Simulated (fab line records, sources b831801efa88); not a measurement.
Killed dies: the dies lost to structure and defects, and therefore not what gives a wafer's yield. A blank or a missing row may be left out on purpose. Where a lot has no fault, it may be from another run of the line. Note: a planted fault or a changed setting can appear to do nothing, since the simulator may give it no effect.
fab line records ; flow gf180mcu
record: lots: 14; wafers: 42; last-day: 34
route steps=602 shown M2@378 V2@386
lots untouched by any fault: they come from a run of this same line in which no faults occurred
start-h: start of the lot's first displayed wafer, in hours after the record's first day ; wait-h: hours since the lot's step before ; " the same as in the row above ; L1.1+2: one row covering several wafers at once ; - no value present, or no start provided ; * or withheld: withheld ; < > ~ a bound
route shown NAME@n: names a module that has steps shown in the file, with the first one's number in the route ; usual: mean/standard deviation taken from wafers without a fault ; same: alike in all rows ; chamber/n: place in a boat ; sites: each site's reading ; _std_site: standard deviation of those values ; _edge_site: inner sites' mean taken away from outer sites' mean ; radius-mm: how far each site lies from the wafer's centre ; mask NAME#n: copy n ; behind: the most recent tool/chamber to have shaped the wafer ; hold: why the lot was held/for how many hours/how that ended ; device: names the non-switching transistor (n, p or np) ; end of line: tests of these same wafers at the route's end ; where a step has no rows: the recipe by itself ; killed: not the wafer's yield, but the dies lost to structure and defects at the first sort ; map: the dies of a wafer, with x for killed, . for not killed, _ for no die there
set.NAME: the setting the step ran with; set.NAME@STEP: the setting that earlier step ran with ; model.NAME: the simulator's own value behind a step, which no gauge read
one table for each step of the route and one row for each wafer, over a sample of lots
services: a tool's chamber out of use, with start hour (start-h, from the record's first day; less than 0 if before it), hours out, and reason
== steps ==
step: GF_M2_METAL_ETCH_16
recipe: chemistry: Cl2/BCl3; mask-material: KrF; target-depth-nm: 627.5; stop-on: SiO2; pressure-mtorr: 8; icp-w: 800; bias-w: 140; Cl2_flow_sccm: 80; bcl3-flow-sccm: 40; time-s: 104.6
usual: drypump-motor-current-A: 6.0/0.32; oes-product-au: 0.970/0.0057; throttle-valve-pct: 28.252/0.0091
lot.wafer;tool;chamber;start-h;wait-h;drypump-motor-current-A;oes-product-au;rf-hours-counter-h;throttle-valve-pct
L338.2;rie-metal-03;0;429.11;0.0;6.4;0.972;3;28.262
L338.3;rie-metal-03;1;429.11;0.0;5.5;0.970;-;28.236
L338.6;rie-metal-03;0;429.11;0.0;6.4;0.971;-;28.246
L340.1;rie-metal-01;1;453.42;0.0;6.0;0.965;9;28.264
L340.2;rie-metal-01;1;453.42;0.0;6.0;0.964;-;28.244
L340.5;rie-metal-01;1;453.42;0.0;6.0;0.967;-;28.248
L342.2;rie-metal-01;1;479.57;0.0;6.0;0.968;9;28.245
L342.3;rie-metal-01;0;479.57;0.0;5.7;0.971;-;28.238
L342.4;rie-metal-01;1;479.57;0.0;6.0;0.963;-;28.255
L344.1;rie-metal-01;1;503.02;0.0;5.9;0.961;10;28.259
L344.2;rie-metal-01;0;503.02;0.0;5.7;0.969;1;28.260
L344.6;rie-metal-01;0;503.02;0.0;5.7;0.974;-;28.258
L345.3;rie-metal-02;1;506.24;0.1;6.1;0.962;-;28.259
L345.4;rie-metal-02;0;506.24;0.1;6.3;0.968;-;28.250
L345.5;rie-metal-02;0;506.24;0.1;6.3;0.968;-;28.235
L350.3;rie-metal-01;1;544.21;0.1;6.0;0.972;-;28.255
L350.4;rie-metal-01;0;544.21;0.1;5.8;0.971;-;28.235
L350.5;rie-metal-01;1;544.21;0.1;6.0;0.979;-;28.249
L351.1;rie-metal-01;1;550.92;0.0;6.0;0.975;11;28.253
L351.2;rie-metal-01;0;550.92;0.0;5.7;0.974;2;28.246
L351.4;rie-metal-01;0;550.92;0.0;5.7;0.966;-;28.226
L352.2;rie-metal-03;0;557.45;0.0;6.4;0.973;6;28.229
L352.3;rie-metal-03;0;557.45;0.0;6.4;0.970;-;28.264
L352.5;rie-metal-03;0;557.45;0.0;6.4;0.971;-;28.245
L354.1;rie-metal-01;1;575.11;0.0;6.0;0.970;12;28.251
L354.5;rie-metal-01;0;575.11;0.0;5.7;0.965;-;28.253
L354.6;rie-metal-01;1;575.11;0.0;5.9;0.974;-;28.248
L355.1;rie-metal-02;1;580.35;0.0;6.1;0.975;4;28.251
L355.4;rie-metal-02;0;580.35;0.0;6.3;0.970;-;28.264
L355.6;rie-metal-02;0;580.35;0.0;6.3;0.973;-;28.252
L356.2;rie-metal-03;1;586.32;0.0;5.5;0.967;1;28.263
L356.5;rie-metal-03;1;586.32;0.0;5.5;0.963;-;28.261
L356.6;rie-metal-03;0;586.32;0.0;6.4;0.958;-;28.268
L357.1;rie-metal-03;1;595.67;0.0;5.5;0.976;1;28.243
L357.3;rie-metal-03;0;595.67;0.0;6.4;0.974;-;28.254
L357.4;rie-metal-03;1;595.67;0.0;5.5;0.960;-;28.256
L359.2;rie-metal-02;1;611.06;0.0;6.1;0.975;5;28.256
L359.3;rie-metal-02;1;611.06;0.0;6.1;0.977;-;28.261
L359.5;rie-metal-02;1;611.06;0.0;6.1;0.969;-;28.245
L361.2;rie-metal-02;0;628.77;0.0;6.3;0.973;8;28.252
L361.3;rie-metal-02;1;628.77;0.0;6.1;0.972;-;28.251
L361.4;rie-metal-02;0;628.77;0.0;6.4;0.983;-;28.267
step: GF_V2_CMP_04
recipe: material: SiO2; down-force-psi: 4; platen-rpm: 60; pad-velocity-m-s: 0.94248
usual: motor-current-A: 11.6/1.2; retaining-ring-pressure-frac: 1.000/0.0055; time-to-endpoint-s: 83/5.6
lot.wafer;tool;chamber;start-h;wait-h;motor-current-A;retaining-ring-pressure-frac;time-to-endpoint-s
L338.3;cmp-02;3;430.03;0.0;12.0;0.999;79
L338.2;cmp-02;2;430.03;0.0;10.9;1.005;73
L338.6;cmp-02;0;430.03;0.0;12.7;0.994;82
L340.2;cmp-02;2;454.55;0.1;10.8;0.998;78
L340.1;cmp-02;3;454.55;0.1;12.5;1.009;79
L340.5;cmp-02;1;454.55;0.1;11.8;0.991;90
L342.4;cmp-01;2;480.48;0.0;12.7;1.004;80
L342.3;cmp-01;3;480.48;0.0;10.5;0.999;80
L342.2;cmp-01;0;480.48;0.0;11.5;1.004;86
L344.1;cmp-01;0;504.04;0.1;11.0;0.997;90
L344.2;cmp-01;2;504.04;0.1;14.5;1.004;81
L344.6;cmp-01;1;504.04;0.1;9.4;1.006;93
L345.4;cmp-01;0;507.21;0.1;10.5;0.994;90
L345.3;cmp-01;2;507.21;0.1;13.0;0.994;75
L345.5;cmp-01;0;507.21;0.1;10.6;0.995;90
L350.4;cmp-02;1;545.18;0.1;11.1;0.997;87
L350.3;cmp-02;2;545.18;0.1;11.1;0.995;78
L350.5;cmp-02;0;545.18;0.1;12.6;0.992;84
L351.1;cmp-02;3;551.86;0.1;12.3;1.001;75
L351.4;cmp-02;0;551.86;0.1;13.4;0.990;83
L351.2;cmp-02;1;551.86;0.1;11.8;1.001;81
L352.2;cmp-02;2;558.40;0.0;11.0;0.996;79
L352.3;cmp-02;3;558.40;0.0;12.4;0.999;73
L352.5;cmp-02;3;558.40;0.0;12.2;1.004;81
L354.1;cmp-01;2;576.18;0.2;13.0;1.008;80
L354.6;cmp-01;1;576.18;0.2;9.7;1.003;80
L354.5;cmp-01;2;576.18;0.2;12.7;1.012;84
L355.1;cmp-01;1;581.51;0.3;9.9;1.000;84
L355.4;cmp-01;3;581.51;0.3;10.6;0.998;85
L355.6;cmp-01;1;581.51;0.3;9.6;1.007;93
L356.2;cmp-01;2;587.40;0.1;13.2;1.001;85
L356.6;cmp-01;1;587.40;0.1;9.8;1.007;93
L356.5;cmp-01;2;587.40;0.1;13.5;1.010;89
L357.1;cmp-01;3;597.65;0.1;10.4;0.999;78
L357.3;cmp-01;1;597.65;0.1;9.7;0.997;88
L357.4;cmp-01;2;597.65;0.1;13.3;1.002;80
L359.2;cmp-01;3;612.00;0.0;10.8;0.994;73
L359.3;cmp-01;2;612.00;0.0;13.0;1.001;74
L359.5;cmp-01;0;612.00;0.0;11.3;0.998;87
L361.3;cmp-02;3;629.82;0.1;12.5;0.998;82
L361.2;cmp-02;0;629.82;0.1;12.9;0.996;83
L361.4;cmp-02;1;629.82;0.1;11.8;1.010;90
step: GF_V2_STRIP_18
recipe: chemistry: O2/N2; power-w: 1400; pressure-mtorr: 1500; platen-temp-c: 250; o2-flow-sccm: 3000; n2-flow-sccm: 300; overash-fraction: 0.5
usual: chamber-pressure-mTorr: 1500.1/1.4; drypump-motor-current-A: 5.7/0.37; heater-power-w: 298/45; oes-product-au: 0.593/0.0051
lot.wafer;tool;chamber;start-h;wait-h;chamber-pressure-mTorr;drypump-motor-current-A;heater-power-w;oes-product-au;rf-hours-counter-h
L338.2;plasma-asher-01;0;455.90;-;1497.7;5.8;254;0.587;70
L338.3;plasma-asher-01;1;455.90;-;1501.3;5.7;361;0.590;-
L338.6;plasma-asher-01;0;455.90;-;1498.6;5.8;246;0.592;-
L340.1;plasma-asher-01;0;479.62;-;1499.8;5.8;250;0.587;72
L340.2;plasma-asher-01;1;479.62;-;1499.9;5.7;348;0.587;72
L340.5;plasma-asher-01;1;479.62;-;1498.8;5.7;356;0.593;-
L342.2;plasma-asher-04;0;504.85;-;1499.1;6.0;268;0.596;8
L342.3;plasma-asher-04;1;504.85;-;1499.2;4.9;288;0.593;-
L342.4;plasma-asher-04;0;504.85;-;1500.3;6.0;257;0.594;-
L344.1;plasma-asher-01;1;527.78;-;1498.8;5.6;352;0.593;77
L344.2;plasma-asher-01;0;527.78;-;1499.5;5.9;250;0.602;77
L344.6;plasma-asher-01;0;527.78;-;1500.9;5.8;246;0.587;-
L345.3;plasma-asher-01;0;530.93;-;1498.0;5.8;256;0.593;-
L345.4;plasma-asher-01;1;530.93;-;1501.4;5.6;357;0.597;-
L345.5;plasma-asher-01;0;530.93;-;1499.6;5.8;253;0.599;-
L350.3;plasma-asher-01;1;567.93;-;-;-;-;-;-
L350.4;plasma-asher-01;0;567.93;-;-;-;-;-;-
L350.5;plasma-asher-01;0;567.93;-;-;-;-;-;-
L351.1;plasma-asher-04;1;574.98;-;-;-;-;-;-
L351.2;plasma-asher-04;0;574.98;-;-;-;-;-;-
L351.4;plasma-asher-04;0;574.98;-;-;-;-;-;-
L352.2;plasma-asher-01;0;581.00;-;1499.1;5.9;246;0.597;83
L352.3;plasma-asher-01;0;581.00;-;1498.1;5.9;250;0.592;-
L352.5;plasma-asher-01;1;581.00;-;1498.4;5.7;354;0.594;-
L354.1;plasma-asher-01;1;598.68;-;1502.5;5.7;348;0.592;85
L354.5;plasma-asher-01;1;598.68;-;1501.0;5.7;356;0.593;-
L354.6;plasma-asher-01;0;598.68;-;1500.0;5.8;250;0.585;-
L355.1;plasma-asher-01;1;603.00;-;1500.6;5.7;359;0.593;85
L355.4;plasma-asher-01;1;603.00;-;1501.9;5.7;359;0.592;-
L355.6;plasma-asher-01;0;603.00;-;1501.1;5.8;246;0.599;-
L356.2;plasma-asher-01;0;609.40;-;1498.5;5.8;245;0.596;86
L356.5;plasma-asher-01;1;609.40;-;1499.8;5.7;368;0.594;-
L356.6;plasma-asher-01;0;609.40;-;1500.2;5.8;249;0.600;-
L357.1;plasma-asher-02;0;618.62;-;1498.9;6.4;277;0.584;49
L357.3;plasma-asher-02;0;618.62;-;1499.9;6.4;282;0.592;-
L357.4;plasma-asher-02;1;618.62;-;1501.9;5.6;321;0.593;-
L359.2;plasma-asher-04;0;633.47;-;1499.7;6.0;265;0.584;20
L359.3;plasma-asher-04;0;633.47;-;1503.0;6.0;267;0.596;-
L359.5;plasma-asher-04;0;633.47;-;1501.6;6.0;272;0.599;-
L361.2;plasma-asher-01;1;649.77;-;1501.1;5.7;352;0.589;91
L361.3;plasma-asher-01;0;649.77;-;1499.8;5.8;252;0.596;-
L361.4;plasma-asher-01;1;649.77;-;1499.0;5.7;359;0.587;-
step: GF_V2_CMP_26
recipe: stop-on: SiO2; down-force-psi: 3.5; platen-rpm: 60; t-overpolish-s: 15; target-thk-nm: 0; pad-velocity-m-s: 0.94248
usual: motor-current-A: 10.7/1.2; overpolish-run-s: 15.002/0.0088; retaining-ring-pressure-frac: 0.999/0.0051; time-to-endpoint-s: 85/3.9
same: t-overpolish-s: 15
lot.wafer;tool;chamber;start-h;wait-h;motor-current-A;overpolish-run-s;retaining-ring-pressure-frac;time-to-endpoint-s
L338.2;cmp-02;3;456.83;0.0;10.6;15.005;0.998;83
L338.3;cmp-02;2;456.83;0.0;10.4;14.996;0.995;84
L338.6;cmp-02;3;456.83;0.0;11.0;15.017;0.997;81
L340.2;cmp-02;1;480.67;0.1;10.8;15.006;1.000;89
L340.1;cmp-02;0;480.67;0.1;11.9;14.997;0.997;87
L340.5;cmp-02;1;480.67;0.1;11.1;14.998;1.005;88
L342.4;cmp-01;2;505.81;0.0;12.7;15.005;0.991;83
L342.3;cmp-01;3;505.81;0.0;9.5;14.987;1.002;84
L342.2;cmp-01;0;505.81;0.0;9.9;15.010;1.008;84
L344.2;cmp-01;2;528.84;0.2;11.7;15.013;1.000;78
L344.1;cmp-01;3;528.84;0.2;9.7;14.973;0.997;81
L344.6;cmp-01;3;528.84;0.2;9.7;14.987;0.995;80
L345.3;cmp-02;3;532.00;0.0;12.3;15.010;0.997;82
L345.4;cmp-02;2;532.00;0.0;10.2;15.011;1.007;84
L345.5;cmp-02;0;532.00;0.0;12.3;15.001;1.005;86
L350.4;cmp-01;1;568.82;0.0;9.3;15.005;1.001;90
L350.3;cmp-01;3;568.82;0.0;9.6;15.018;1.000;86
L350.5;cmp-01;2;568.82;0.0;12.6;15.006;0.997;84
L351.4;cmp-02;2;576.05;0.1;9.9;15.000;1.000;84
L351.2;cmp-02;3;576.05;0.1;11.4;14.997;1.002;83
L351.1;cmp-02;0;576.05;0.1;12.9;15.005;0.997;85
L352.3;cmp-01;0;582.31;0.1;10.1;14.987;0.998;93
L352.2;cmp-01;1;582.31;0.1;8.7;15.006;0.988;86
L352.5;cmp-01;0;582.31;0.1;10.1;15.008;0.998;95
L354.1;cmp-02;1;599.63;0.1;10.6;14.994;1.010;87
L354.5;cmp-02;1;599.63;0.1;10.6;15.011;1.003;91
L354.6;cmp-02;2;599.63;0.1;10.2;15.011;1.004;83
L355.4;cmp-02;0;603.95;0.0;12.3;15.007;0.997;82
L355.1;cmp-02;2;603.95;0.0;10.1;15.008;0.992;83
L355.6;cmp-02;0;603.95;0.0;12.5;15.000;0.999;84
L356.2;cmp-02;2;610.45;0.0;10.1;15.001;1.008;82
L356.6;cmp-02;2;610.45;0.0;10.3;14.998;1.007;84
L356.5;cmp-02;3;610.45;0.0;11.2;14.990;0.990;81
L357.4;cmp-01;3;619.64;0.0;9.8;15.005;1.014;82
L357.1;cmp-01;0;619.64;0.0;10.0;14.997;0.996;84
L357.3;cmp-01;1;619.64;0.0;9.1;15.008;1.000;84
L359.3;cmp-01;3;634.84;0.1;9.9;14.994;1.001;81
L359.2;cmp-01;0;634.84;0.1;10.4;14.996;1.001;86
L359.5;cmp-01;1;634.84;0.1;8.5;14.995;0.993;84
L361.4;cmp-02;1;650.86;0.1;10.8;14.985;0.997;90
L361.2;cmp-02;2;650.86;0.1;9.6;15.010;0.995;85
L361.3;cmp-02;3;650.86;0.1;10.9;14.992;1.002;83
== services ==
tool;chamber;start-h;hours;kind
cmp-02;-;408.00;-;consumable-replace:conditioner
cmp-02;-;408.00;-;consumable-replace:pad
plasma-asher-02;-;420.90;1.2;repair
plasma-asher-04;-;421.25;9.0;pm
cmp-01;-;422.69;0.8;repair
rie-metal-01;0;431.86;-;clean
cmp-02;-;461.91;3.0;repair
cmp-02;-;469.86;0.3;repair
cmp-02;-;472.93;0.4;repair
cmp-01;-;484.61;3.4;repair
plasma-asher-04;-;506.35;3.5;repair
cmp-01;-;509.36;8.2;pm
plasma-asher-01;-;519.76;6.1;repair
rie-metal-01;-;562.64;1.3;repair
rie-metal-03;-;568.60;2.8;pm
cmp-01;-;572.13;4.0;pm
cmp-01;-;576.13;-;consumable-replace:conditioner
cmp-01;-;576.13;-;consumable-replace:pad
cmp-02;-;577.47;6.2;pm
rie-metal-02;1;591.47;3.8;repair
rie-metal-02;-;608.14;0.5;repair
plasma-asher-02;-;627.87;9.3;repair
plasma-asher-02;-;639.68;5.9;repair
rie-metal-03;-;648.67;14.6;pm
== key ==
first-sign: step: GF_V2_STRIP_18; reading: tool-record; direction: missing
effect none on later readings
met-at GF_V2_STRIP_18
struck-lots L350,L351
later-rows-left-out L350.3,L350.4,L350.5,L351.1,L351.2,L351.4
sort-left-out L350.3,L350.4,L350.5,L351.1,L351.2,L351.4
not-acting-at GF_M2_METAL_ETCH_16,GF_V2_CMP_04,GF_V2_CMP_26
onset-between 530.93 567.93
fault: kind: skipped-step-whole; tool: plasma-asher-01,plasma-asher-04; chamber: -; onset-h: 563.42; steps: GF_V2_STRIP_18; scope: struck-lots-only
sort-left-out: the simulated sort isn't trusted on such a fault, so these wafers' sort isn't shown, and their yield isn't known
later-rows-left-out: the simulator's readings of these wafers behind a module that went badly wrong aren't trusted and aren't shown, but for the sort
